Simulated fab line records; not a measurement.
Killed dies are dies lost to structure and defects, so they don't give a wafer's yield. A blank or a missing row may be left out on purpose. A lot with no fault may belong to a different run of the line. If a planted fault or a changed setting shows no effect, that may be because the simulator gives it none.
A struck lot beside a sound one	flow sky130	16 out of 708 route steps
Sound: the wafers L274.2, L274.3, L274.6. Wafers L293.2, L293.4, L293.6 were the ones struck. The cause is named last.
Each step with rows lists, per side, the tool, then ch with its chambers, then its first start. Under that, the readings that differ: sound wafers	struck wafers	difference of the means	sigmas: that difference in standard deviations of wafers without a fault.
alike: readings with means less than 2 such deviations apart, plus words and numbers identical on both sides. not compared: withheld readings, readings lacking a value on some wafer, bounds such as >300 that could conceal the same value, and numbers that have no deviation in the record and whose values overlap.
The two part at a step that has a row with sigmas, a row that says differs or no value, or rows on one side only. Numbers that have no deviation but don't overlap get no sigmas and don't part them. A reading that every wafer of one side lacks parts them only if that side has two wafers or more.

first, 8 steps without rows for these wafers: SKY_METAL1_DEHYDRATE_07 (time 60 s); SKY_METAL1_HMDS_08 (prime time 60 s); SKY_METAL1_COAT_09 (resist thk 60 nm); SKY_METAL1_COAT_10 (resist thk 450 nm); SKY_METAL1_SOFTBAKE_11 (time 90 s); SKY_METAL1_EXPOSE_12 (exposes mask MM1, target cd 140 nm); SKY_METAL1_PEB_13; SKY_METAL1_DEVELOP_14 (develop time 60 s).
SKY_METAL1_CD_MEAS_15: the cd target is 140 nm.
  sound on cd-sem-02 at day 33 17:20; struck on cd-sem-01 at day 39 11:55
  alike: cd-nm
SKY_METAL1_OVL_MEAS_16:
  sound on overlay-01 at day 33 17:26; struck on overlay-01 at day 39 12:02
  alike: METAL1_OVL
SKY_METAL1_DESCUM_17: chemistry O2, time 8 s.
  sound on rie-metal-02 ch 0,1, day 33 17:28; struck on rie-metal-04 ch 0, day 39 12:04
  alike: drypump-motor-current-A, oes-product-au
  not compared: rf-hours-counter-h
SKY_METAL1_ETCH_18: etches BARC in N2/H2, stops on SiO2, time 45.9 s, target depth 60 nm.
  sound on rie-metal-02 ch 0,1, day 33 17:30; struck on rie-metal-04 ch 0, day 39 12:05
  alike: drypump-motor-current-A, oes-product-au, throttle-valve-pct
  not compared: rf-hours-counter-h
SKY_METAL1_METAL_ETCH_19: etches the open film in Cl2/BCl3, stops on SiO2, target depth 360 nm, time 78 s.
  sound on rie-metal-02 ch 0,1, day 33 17:34; struck on rie-metal-04 ch 0, day 39 12:09
reading	sound	struck	difference	sigmas
oes-product-au (a.u.)	0.851 0.841 0.847	0.933 0.929 0.928	+0.084	+12
over-etch-frac	0.3 0.3 0.3	0.12528 0.12528 0.12528	-0.17472	
model.KrF-thick_of_METAL1_COAT_10.thk-nm (nm)	165.8 163.3 159.5	187.7 185.2 186.9	+23.7	
model.METAL1.cd-nm (nm)	139.4 141.3 141.4	144.2 143.8 143.6	+3.2	
  alike: drypump-motor-current-A, throttle-valve-pct
  not compared: rf-hours-counter-h
SKY_METAL1_STRIP_20: strips in O2/N2.
  sound on plasma-asher-04 ch 0,1, day 33 17:40; struck on plasma-asher-04 ch 0,1, day 39 12:14
reading	sound	struck	difference	sigmas
strip-time-to-endpoint-s (s)	2.77 2.76 2.71	3.03 2.99 2.99	+0.26	+4
  alike: drypump-motor-current-A, oes-product-au
  not compared: rf-hours-counter-h
then, 2 steps without rows for these wafers: SKY_METAL1_STRIP_21 (strips in post etch residue remover, time 1200 s); SKY_PAD_OPEN_PROBE_99.

WHERE THEY PART
Last at SKY_METAL1_STRIP_20 as far as this record goes, first at SKY_METAL1_METAL_ETCH_19.

WHY: the cause the simulator had injected
rie-metal-04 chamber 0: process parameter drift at SKY_METAL1_METAL_ETCH_19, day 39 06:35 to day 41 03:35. The setting over-etch-frac was moved by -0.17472, starting from 0.3. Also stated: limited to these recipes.
